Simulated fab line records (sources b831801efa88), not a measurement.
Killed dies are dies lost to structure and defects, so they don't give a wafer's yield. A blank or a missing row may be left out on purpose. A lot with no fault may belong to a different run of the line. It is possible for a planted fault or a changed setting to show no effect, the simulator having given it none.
Problem report in the 8D (eight disciplines) form, filled by code + flow sky130 + the parts of the form that need people (team, actions taken, sign-off) are left out

## 1. WHAT IS WRONG
Wafers without a fault read 139.2 nm, standard deviation 1.7; cdNm at SKY_METAL1_CD_MEAS_15 reads a mean of 88.2 nm on 2 wafers belonging to 2 lots. Measured from the usual mean, that is -30 standard deviations.
The step: target cd 140 nm.
First seen on wafer L127.5, day 36 02:21, on cdSem-01. The record has a number at this step for 40 wafers belonging to 14 lots. The rule behind "out" and "out of limits": a value lying over 4 standard deviations away from the usual mean. The rest of the wafers with a number are treated as sound.

## 2. WHAT IT IS, WHAT IT ISN'T
| question                    | is                 | is not                                                                                                                     |
|-----------------------------|--------------------|----------------------------------------------------------------------------------------------------------------------------|
| which readings at this step | cdNm               | -                                                                                                                          |
| which lots                  | L127, L128         | L118, L119, L121, L132, L133, L135, L136, L137, L138, L139, L140, L141                                                     |
| which wafers of those lots  | L127.5, L128.5     | L127.3, L128.4                                                                                                             |
| read on which gauges        | cdSem-01, cdSem-02 | -                                                                                                                          |
| when                        | from day 36 02:21  | up to then (10 sound wafers); but 28 sound wafers of L128, L132, L133, L135, L136, L137, L138, L139, L140, L141 came after |

## 3. WHAT RULES OUT EACH SUSPECT
Counting: a tool at a process step up to the reading stays a suspect if it ran every lot that is out. Sound lots after the first of them don't rule it out here, since some wafers of a struck lot are sound.
- ruled out: the gauge at SKY_METAL1_CD_MEAS_15. Those wafers that are out were read across 2 gauges (cdSem-01, cdSem-02).
- krfScanner-01 at SKY_METAL1_EXPOSE_12 (exposes mask MM1, target cd 140 nm): kept. Every lot that is out went through it, the first being L127 (day 35 13:48); the last sound lot it ran before that was L119 (day 33 04:01).
Remaining after the count: krfScanner-01 at SKY_METAL1_EXPOSE_12.

## 4. THE CAUSE (what the simulator had put in)
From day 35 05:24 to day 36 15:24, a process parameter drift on krfScanner-01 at SKY_METAL1_EXPOSE_12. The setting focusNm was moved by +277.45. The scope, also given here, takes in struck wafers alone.
Counting left only this tool.

## 5. THE CHAIN OF EFFECTS, in route order
Each row: a reading whose mean over the struck wafers that have a number lies more than 3 standard deviations from the usual. Only readings whose record carries a usual standard deviation are examined. hours: median over the lots of the time between each lot's start at the first step of this table that gives one and its start at this step. sigmas: the change, counted in usual standard deviations.
| hours | step                  | reading             | usual    | on struck wafers | change | sigmas |
|-------|-----------------------|---------------------|----------|------------------|--------|--------|
| 0     | SKY_METAL1_CD_MEAS_15 | cdNm                | 139.2 nm | 88.2             | -51.0  | -30    |
| 293   | SKY_PAD_OPEN_PROBE_99 | defectLimitedYield  | 82.3 %   | 0.0              | -82.3  | -41    |
| 293   | SKY_PAD_OPEN_PROBE_99 | killed_at_M0_to_M3  | 43       | 440              | +397   | +54    |
| 293   | SKY_PAD_OPEN_PROBE_99 | killedDies          | 87       | 492              | +405   | +40    |
| 293   | SKY_PAD_OPEN_PROBE_99 | killedOnRim         | 17       | 96               | +79    | +20    |
| 293   | SKY_PAD_OPEN_PROBE_99 | sort_bin_5_function | 10.5 %   | 92.2             | +81.7  | +54    |
| 293   | SKY_PAD_OPEN_PROBE_99 | sortNPass           | 405      | 0                | -405   | -40    |
| 293   | SKY_PAD_OPEN_PROBE_99 | sortYieldPct        | 82.3 %   | 0.0              | -82.3  | -41    |
Its process steps:
- SKY_PAD_OPEN_PROBE_99

## 6. HOW IT WOULD HAVE BEEN CAUGHT EARLIER
Counted from the fault's start at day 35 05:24, it took 21 hours until the first out-of-limits reading at a measuring or inspecting step in this record, taken at day 36 02:21.
Of the tool readings at SKY_METAL1_EXPOSE_12 for which the record gives a usual standard deviation, none was out on any struck wafer, so an alarm limit of 4 standard deviations on them would not have fired.
By day 36 02:21 the whole set of lots that are out, 2 in number, had already begun SKY_METAL1_EXPOSE_12 on krfScanner-01. Holding the tool at that point would not have protected any of them.
